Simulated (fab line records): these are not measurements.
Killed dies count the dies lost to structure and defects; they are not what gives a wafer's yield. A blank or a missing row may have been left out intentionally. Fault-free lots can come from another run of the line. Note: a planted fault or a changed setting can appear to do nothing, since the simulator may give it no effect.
A lot that was struck, set against a sound lot + flow gf180mcu + 18 steps out of a route of 602
Sound: wafers L401.2, L401.3, L401.4. Wafers struck: L392.3, L392.4, L392.5. The cause is given at the end.
For every step that has rows: the tool of each side, followed by ch and its chambers, followed by its first start. Under that, the readings that differ: sound wafers + struck wafers + difference of the means + sigmas: that difference in standard deviations of wafers without a fault.
alike: readings whose means differ by less than 2 such deviations, and words and numbers that are the same on both sides. not compared: withheld readings, readings that some wafer has no value for, bounds like >300 that may hide the same value, and numbers for which the record gives no deviation and whose values overlap.
A row with sigmas, a row that says differs or no value, or rows on one side alone: a step with any of these is where the two part. Non-overlapping numbers with no deviation appear without sigmas and do not part them. A reading missing from all wafers of one side parts the sides only when that side holds two or more wafers.

first, 1 step without rows for these wafers: GF_HV_LDD_CLEAN_51 (cleans in SC1/SC2, time 150 s).
GF_HV_LDD_RTA_52: time 10 s.
  sound on rtp anneal-02 ch 0, day 19 16:12; struck on rtp anneal-02 ch 0, day 16 06:55
  alike: lamp power pct, wafer_temp_C_max
GF_HV_LDD_RS_MEAS_53: the measuring method here is four-point-probe.
  struck on film metro-02, day 16 06:59; sound on film metro-01, day 19 16:17
  alike: HV_LDD_RS
then, 1 step without rows for these wafers: GF_HV_LDD_CVD_54 (deposits SiO2 from TEOS, target thk 10 nm, time 75 s).
GF_HV_LDD_THK_MEAS_55:
  struck on film metro-03, day 16 08:07; sound on film metro-01, day 19 17:25
  alike: HV_LDD_CVD_54_THK
then, 1 step without rows for these wafers: GF_HV_LDD_CVD_56 (deposits Si3N4 from DCS/NH3, target thk 90 nm, time 1543 s).
GF_HV_LDD_THK_MEAS_57:
  struck on film metro-03, day 16 09:36; sound on film metro-01, day 19 18:54
  alike: HV_LDD_CVD_56_THK
GF_HV_LDD_ETCHBACK_58: etches Si3N4 in CH3F/O2, stops on SiO2, time 100 s, target depth 90 nm.
  sound on rie diel-01 ch 0,2,3, day 19 18:57; struck on rie diel-01 ch 0,2,3, day 16 09:38
  alike: drypump motor current A, oes product au, throttle valve pct
  not compared: rf hours counter h
then, 4 steps without rows for these wafers: GF_NSD_DEHYDRATE_00 (time 60 s); GF_NSD_HMDS_01 (prime time 60 s); GF_NSD_COAT_02 (resist thk 1000 nm); GF_NSD_SOFTBAKE_03 (time 60 s).
GF_NSD_EXPOSE_04: exposes mask Nplus, target cd 400 nm.
  sound on iline stepper-02 ch 0, day 20 07:20; struck on iline stepper-01 ch 0, day 16 21:02
| reading                     | sound                   | struck            | difference | sigmas |
|-----------------------------|-------------------------|-------------------|------------|--------|
| model.NSD.overlay x nm (nm) | -0.0374 -0.0374 -0.0374 | 184.5 184.5 184.5 | +184.5     |        |
  alike: mask
then, 2 steps without rows for these wafers: GF_NSD_PEB_05; GF_NSD_DEVELOP_06 (develop time 60 s).
GF_NSD_CD_MEAS_07: the cd target is 400 nm.
  struck on cd sem-02, day 17 08:05; sound on cd sem-01, day 20 18:58
  alike: cd nm
GF_NSD_OVL_MEAS_08:
  struck on overlay-02, day 17 08:23; sound on overlay-02, day 20 19:04
| reading      | sound        | struck            | difference | sigmas      |
|--------------|--------------|-------------------|------------|-------------|
| NSD_OVL (nm) | 0.6 -0.7 0.8 | 184.3 184.9 182.9 | +183.8     | +99 or more |
  not compared: hold
GF_PASSIVATION_PROBE_99:
  sound wafers here have rows in the record (prober-02, day 34 19:14); struck ones have none

## WHERE THEY PART
First at GF_NSD_OVL_MEAS_08; last, within this record, at GF_PASSIVATION_PROBE_99.

WHY: whatever the simulator had introduced
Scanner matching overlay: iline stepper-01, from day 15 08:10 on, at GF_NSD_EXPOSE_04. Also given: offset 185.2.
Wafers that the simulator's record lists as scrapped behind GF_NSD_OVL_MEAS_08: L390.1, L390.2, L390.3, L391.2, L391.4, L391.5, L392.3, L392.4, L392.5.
